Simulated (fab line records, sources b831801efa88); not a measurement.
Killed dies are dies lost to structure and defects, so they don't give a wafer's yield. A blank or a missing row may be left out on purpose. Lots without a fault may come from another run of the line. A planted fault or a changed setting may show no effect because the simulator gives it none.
One fault seen from 2 desks | flow sfq_line | each desk has only its own numbers; what lay behind them comes last

THE METROLOGY DESK
What the gauges read, lot by lot, whatever tool the lot ran on: means of the sampled wafers that have a number. A lot is out of limits, marked OUT, if its mean lies more than 4 standard deviations from the usual mean; the brackets give that distance.
Columns: A = I6_BOW at SFQ_I6_BOW_MEAS_941, usual 6 um
lot  | first seen here | A
L433 | day 77 18:11    | 10
L434 | day 77 21:10    | 19
L437 | day 78 03:23    | 4
L438 | day 78 04:25    | 6
L439 | day 78 09:25    | 9
L440 | day 78 12:25    | -3
L441 | day 78 13:22    | -4
L442 | day 78 15:25    | 10
L446 | day 79 07:28    | 8
L447 | day 79 11:03    | 11
L449 | day 80 04:38    | -3
L450 | day 80 07:04    | 10
L452 | day 80 19:38    | -17
L454 | day 81 03:10    | 20
L455 | day 81 04:17    | 6
This desk's finding: nothing out of limits on any of the 15 lots.

THE TOOL OWNER'S DESK: krf_scanner-01
The tool's own readings at SFQ_TRILAYER_M8_LITHO_EXPOSE_194 (exposes mask M8, target cd 2000 nm): means of the sampled wafers that have a number, for each lot that ran on this tool. A lot is out of limits, marked OUT, if its mean lies more than 4 standard deviations from the usual mean; the brackets give that distance.
Columns: A = exposure_dose_mJ_cm2 at SFQ_TRILAYER_M8_LITHO_EXPOSE_194, usual 14.402; B = focus_offset_nm at SFQ_TRILAYER_M8_LITHO_EXPOSE_194, usual 0.0 nm
lot  | first seen here | A      | B
L438 | day 90 14:28    | 14.415 | -0.2
L442 | day 90 20:16    | 14.408 | -0.2
L446 | day 91 16:28    | 14.380 | 0.1
L447 | day 91 20:04    | 14.405 | -0.5
L449 | day 92 02:04    | 14.399 | 0.6
L450 | day 92 05:52    | 14.400 | 0.2
L452 | day 92 17:40    | 14.428 | 0.2
This desk's finding: nothing out of limits on any of the 7 lots.

PUT TOGETHER
The metrology desk saw nothing out of limits.
The tool owner's desk saw nothing out of limits.

WHAT THE SIMULATOR HAD PUT IN
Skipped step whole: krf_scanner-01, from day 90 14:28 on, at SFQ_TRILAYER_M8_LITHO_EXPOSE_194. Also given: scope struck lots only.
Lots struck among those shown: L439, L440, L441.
